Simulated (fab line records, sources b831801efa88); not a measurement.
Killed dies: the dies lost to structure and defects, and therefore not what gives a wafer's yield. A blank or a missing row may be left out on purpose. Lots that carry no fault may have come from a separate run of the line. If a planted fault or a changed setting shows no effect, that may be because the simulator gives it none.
The tool behind it: which one? ; flow sfq line ; 13 lots, 39 wafers sampled, at 6 steps of a route of 325

WHAT THE GAUGES READ, wafer by wafer
SFQ_I4_BOW_MEAS_927. Usual: I4_BOW 3 um, standard deviation 7.8.
lot;measured;on;I4_BOW (um);flag
L658;day 40 04:26;film metro-01;-4 7 1;
L659;day 41 02:38;film metro-01;6 9 4;
L661;day 41 15:59;film metro-04;2 -1 -8;
L663;day 43 09:47;film metro-04;-4 3 0;
L664;day 45 15:19;film metro-04;3 14 8;
L665;day 46 00:19;film metro-01;-5 3 -18;
L666;day 46 11:38;film metro-01;-2 -15 0;
L667;day 47 00:42;film metro-03;6 6 1;
L668;day 47 06:38;film metro-01;3 4 -1;
L669;day 47 09:47;film metro-01;4 -3 19;
L670;day 47 15:46;film metro-04;-1 -1 7;
L671;day 47 21:38;film metro-01;6 2 11;
L679;day 51 01:59;film metro-03;-4 -13 3 - - -;

SFQ_JJ_OVL_MEAS_931. Usual: J5_OVL 1 nm, standard deviation 5.9.
lot;measured;on;J5_OVL (nm);flag
L658;day 52 13:05;overlay-02;-4 1 2;
L659;day 53 01:29;overlay-02;-1 -5 7;
L661;day 53 08:41;overlay-01;2 -5 4;
L663;day 54 23:08;overlay-01;4 5 0;
L664;day 56 14:27;overlay-01;0 1 -9;
L665;day 56 22:51;overlay-02;2 -2 0;
L666;day 57 12:55;overlay-01;9 9 7;
L667;day 57 23:44;overlay-01;2 1 3;
L668;day 58 04:31;overlay-01;-8 -7 -10;
L669;day 58 08:17;overlay-01;2 -1 3;
L670;day 58 12:55;overlay-02;-15 -13 -10;
L671;day 58 15:19;overlay-02;2 -2 3;
L679;day 61 05:44;overlay-02;2 -4 1;

TOOL THAT RAN EACH LOT (tool first, then ch and the chambers of the sampled wafers, then the start)
lot;SFQ_TRILAYER_L0_VIA_STRIP_STRIP_017;SFQ_TRILAYER_I4_CMP_CMP_100;SFQ_TRILAYER_I4_METRO_MEASURE_101;SFQ_TRILAYER_I4_VIA_ETCH_VIA_ETCH_106
L658;rie metal-02 ch 0,1, day 7 14:23;cmp-02 ch 0,3, day 40 01:25;film metro-01, day 40 04:44;rie diel-02 ch 1,2,3, day 46 14:10
L659;rie metal-04 ch 0,1, day 7 22:55;cmp-01 ch 0,1,2, day 41 01:07;film metro-01, day 41 02:56;rie diel-03 ch 2,3, day 47 03:22
L661;rie metal-02 ch 0,1, day 8 08:05;cmp-01 ch 0,2,3, day 41 12:59;film metro-04, day 41 16:07;rie diel-02 ch 1,2,3, day 47 10:34
L663;rie metal-04 ch 0,1, day 8 16:28;cmp-02 ch 0,1,2, day 43 07:47;film metro-04, day 43 09:55;rie diel-04 ch 0,1,2, day 49 10:31
L664;rie metal-01 ch 0,1, day 8 17:40;cmp-02 ch 1,3, day 45 12:19;film metro-04, day 45 15:26;rie diel-03 ch 0,1,2, day 51 14:22
L665;rie metal-02 ch 0,1, day 9 00:52;cmp-02 ch 0,3, day 45 21:49;film metro-01, day 46 00:26;rie diel-03 ch 1,2, day 51 22:46
L666;rie metal-04 ch 1, day 9 06:52;cmp-02 ch 0,1, day 46 08:38;film metro-01, day 46 11:46;rie diel-02 ch 0,3, day 52 10:46
L667;rie metal-04 ch 0,1, day 9 14:16;cmp-02 ch 0,1,2, day 46 22:38;film metro-03, day 47 01:22;rie diel-03 ch 0,2,3, day 52 20:46
L668;rie metal-04 ch 0,1, day 9 20:04;cmp-02 ch 1,2,3, day 47 04:38;film metro-01, day 47 06:46;rie diel-04 ch 0,1,2, day 53 02:46
L669;rie metal-04 ch 0, day 9 23:40;cmp-01 ch 0,3, day 47 06:46;film metro-01, day 47 10:05;rie diel-04 ch 1,2,3, day 53 07:34
L670;rie metal-01 ch 0,1, day 10 09:14;cmp-01 ch 0,3, day 47 13:16;film metro-04, day 47 15:53;rie diel-03 ch 0,1,2, day 53 12:22
L671;rie metal-02 ch 0,1, day 10 16:26;cmp-02 ch 0,3, day 47 19:08;film metro-01, day 47 21:46;rie diel-04 ch 2,3, day 53 15:58
L679;rie metal-01 ch 0,1, day 13 01:49;cmp-02 ch 0,3, day 50 23:26;film metro-03, day 51 06:52;rie diel-03 ch 0,1, day 56 03:43
- SFQ_TRILAYER_L0_VIA_STRIP_STRIP_017: strips in O2.
- SFQ_TRILAYER_I4_CMP_CMP_100: polishes SiO2.
- SFQ_TRILAYER_I4_METRO_MEASURE_101
- SFQ_TRILAYER_I4_VIA_ETCH_VIA_ETCH_106: etches SiO2 in CHF3, stops on Nb, target depth 260 nm.

AS READ BY THE TOOLS THEMSELVES (means over the sampled wafers that have a number; for cases with no such wafer, the mark the record gives instead)
SFQ_TRILAYER_L0_VIA_STRIP_STRIP_017. Usual: drypump motor current A 5.8 A, standard deviation 0.51; oes product au 1.000 a.u., standard deviation 0.009.
lot;tool;drypump motor current A (A);oes product au (a.u.);flag
L658;rie metal-02;6.2;0.992;
L659;rie metal-04;5.6;1.007;
L661;rie metal-02;6.4;0.990;
L663;rie metal-04;5.9;0.996;
L664;rie metal-01;5.6;1.008;
L665;rie metal-02;6.2;0.995;
L666;rie metal-04;5.3;1.011;
L667;rie metal-04;5.9;1.005;
L668;rie metal-04;5.9;1.005;
L669;rie metal-04;6.2;1.008;
L670;rie metal-01;5.4;1.005;
L671;rie metal-02;6.2;0.991;
L679;rie metal-01;5.6;1.000;

SFQ_TRILAYER_I4_CMP_CMP_100. Usual: motor current A 10.7 A, standard deviation 0.64; time to endpoint s 217 s, standard deviation 6.4.
lot;tool;motor current A (A);time to endpoint s (s);flag
L658;cmp-02;10.6;220;
L659;cmp-01;10.4;232;
L661;cmp-01;10.7;205;
L663;cmp-02;10.5;224;
L664;cmp-02;10.5;212;
L665;cmp-02;10.3;212;
L666;cmp-02;10.1;210;
L667;cmp-02;10.7;215;
L668;cmp-02;10.8;219;
L669;cmp-01;10.6;218;
L670;cmp-01;11.2;210;
L671;cmp-02;10.5;219;
L679;cmp-02;10.8;241;OFF

SFQ_TRILAYER_I4_METRO_MEASURE_101. Usual: thk nm at 200.0 nm, with a standard deviation of 0.95.
lot;tool;thk nm (nm);flag
L658;film metro-01;199.7;
L659;film metro-01;200.2;
L661;film metro-04;199.8;
L663;film metro-04;201.3;
L664;film metro-04;200.4;
L665;film metro-01;199.4;
L666;film metro-01;198.8;
L667;film metro-03;199.9;
L668;film metro-01;200.6;
L669;film metro-01;201.2;
L670;film metro-04;198.6;
L671;film metro-01;199.4;
L679;film metro-03;235.3;OFF

SFQ_TRILAYER_I4_VIA_ETCH_VIA_ETCH_106. Usual: drypump motor current A 5.6 A, standard deviation 0.41; oes product au 0.855 a.u., standard deviation 0.0052.
lot;tool;drypump motor current A (A);oes product au (a.u.);flag
L658;rie diel-02;5.3;0.856;
L659;rie diel-03;5.6;0.856;
L661;rie diel-02;5.3;0.858;
L663;rie diel-04;5.5;0.856;
L664;rie diel-03;5.8;0.858;
L665;rie diel-03;5.5;0.854;
L666;rie diel-02;5.7;0.849;
L667;rie diel-03;5.8;0.855;
L668;rie diel-04;5.5;0.857;
L669;rie diel-04;5.3;0.857;
L670;rie diel-03;5.8;0.846;
L671;rie diel-04;5.5;0.856;
L679;rie diel-03;6.1;0.912;OFF

THE ANSWER, worked out from the rows above alone
Rule: take the mean of a lot's wafers that have a number; if it is more than 3 standard deviations from the usual mean, the lot is off. A lot without any number at a reading at which 4 lots or more have one is off too. Any other lot the step has rows for is counted as sound. First the gauges in route order, then the tools' own readings, where a lot's mean is used as printed above. At the first step where some lot is off, the reading lying furthest off is the one used; lots without a number count as furthest.
Off, at SFQ_TRILAYER_I4_CMP_CMP_100 on time to endpoint s: L679.
A tool fits if, at that step or a process step before it, it ran every lot that is off, and no sound lot after the first of them. Can't be told from this: 2 tools fit, rie metal-01 at SFQ_TRILAYER_L0_VIA_STRIP_STRIP_017, cmp-02 at SFQ_TRILAYER_I4_CMP_CMP_100.

WHAT THE SIMULATOR HAD INSERTED
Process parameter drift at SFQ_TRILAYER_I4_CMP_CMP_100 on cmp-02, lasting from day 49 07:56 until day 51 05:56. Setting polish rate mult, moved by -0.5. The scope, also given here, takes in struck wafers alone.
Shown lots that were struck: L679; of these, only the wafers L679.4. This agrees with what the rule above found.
